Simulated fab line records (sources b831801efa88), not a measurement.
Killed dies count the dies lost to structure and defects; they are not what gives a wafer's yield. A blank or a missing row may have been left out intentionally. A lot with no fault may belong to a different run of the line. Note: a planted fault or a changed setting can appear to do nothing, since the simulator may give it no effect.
2 desks, one fault ; flow sky130 ; every desk sees just its own numbers, and what lay behind them comes last

AT THE METROLOGY DESK
Lot by lot, what the gauges showed, no matter which tool ran the lot: averages of those sampled wafers that carry a number. Any lot whose mean is over 4 standard deviations away from the usual mean is out of limits and marked OUT; that distance is given in the brackets.
Columns: A = CAP2M_CVD_00_THK at SKY_CAP2M_THK_MEAS_01, usual 15.55 nm; B = CAP2M_TIN_THK at SKY_CAP2M_THK_MEAS_04, usual 202.1 nm
lot;first seen here;A;B
L689;day 39 13:30;15.15;200.3
L690;day 40 18:35;15.58;204.3
L694;day 40 21:12;15.50;202.2
L693;day 41 01:46;15.60;204.0
L699;day 42 10:49;15.60;198.3
L702;day 43 13:46;15.47;198.2
L703;day 43 14:04;15.65;203.2
L707;day 44 15:13;15.65;200.4
L708;day 45 11:27;15.41;204.9
L709;day 45 14:31;15.56;204.7
L710;day 46 03:39;15.37;201.0
L712;day 47 02:59;15.50;201.6
L711;day 47 03:15;15.51;199.4
This desk's finding: nothing out of limits on any of the 13 lots.

FOR THE TOOL OWNER'S DESK: rie diel-04
The tool's own readings at SKY_PASSIVATION_ETCH_11 (etches the open film in CF4/O2, stops on AlCu, target depth 725 nm, time 161.1 s): means of the sampled wafers that have a number, for each lot that ran on this tool. Any lot whose mean is over 4 standard deviations away from the usual mean is out of limits and marked OUT; that distance is given in the brackets.
Columns: A = bias w at SKY_PASSIVATION_ETCH_11, usual 149.9 W; B = drypump motor current A at SKY_PASSIVATION_ETCH_11, usual 5.7 A; C = oes product au at SKY_PASSIVATION_ETCH_11, usual 0.975 a.u.; D = rf fwd power W at SKY_PASSIVATION_ETCH_11, usual 797.1 W; E = throttle valve pct at SKY_PASSIVATION_ETCH_11, usual 5.964 %
lot;first seen here;A;B;C;D;E
L690;day 45 13:19;149.8;5.8;0.976;792.2;5.960
L693;day 45 20:58;149.8;6.0;0.980;796.0;5.972
L699;day 47 04:13;149.7;6.3;0.936 (-6.1) OUT;709.7 (-35) OUT;5.947
This desk's finding: out of limits on L699; first on L699, day 47 04:13 (oes product au at SKY_PASSIVATION_ETCH_11). Within limits: L690, L693.

TAKEN TOGETHER
At day 47 04:13, on L699, the tool owner's desk was in a position to raise an alarm.
Nothing out of limits was seen by the metrology desk.
The metrology desk has L699 on record, within its limits.
All the named lots went through SKY_PASSIVATION_ETCH_11 on rie diel-04.

WHAT WAS PUT IN BY THE SIMULATOR
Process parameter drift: rie diel-04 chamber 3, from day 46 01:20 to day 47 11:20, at SKY_PASSIVATION_ETCH_11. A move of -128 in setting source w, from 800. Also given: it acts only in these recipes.
Struck lots among those shown: L699.
How many hours passed from the start of the fault until each desk's first out-of-limits reading: the tool owner's desk, 27.
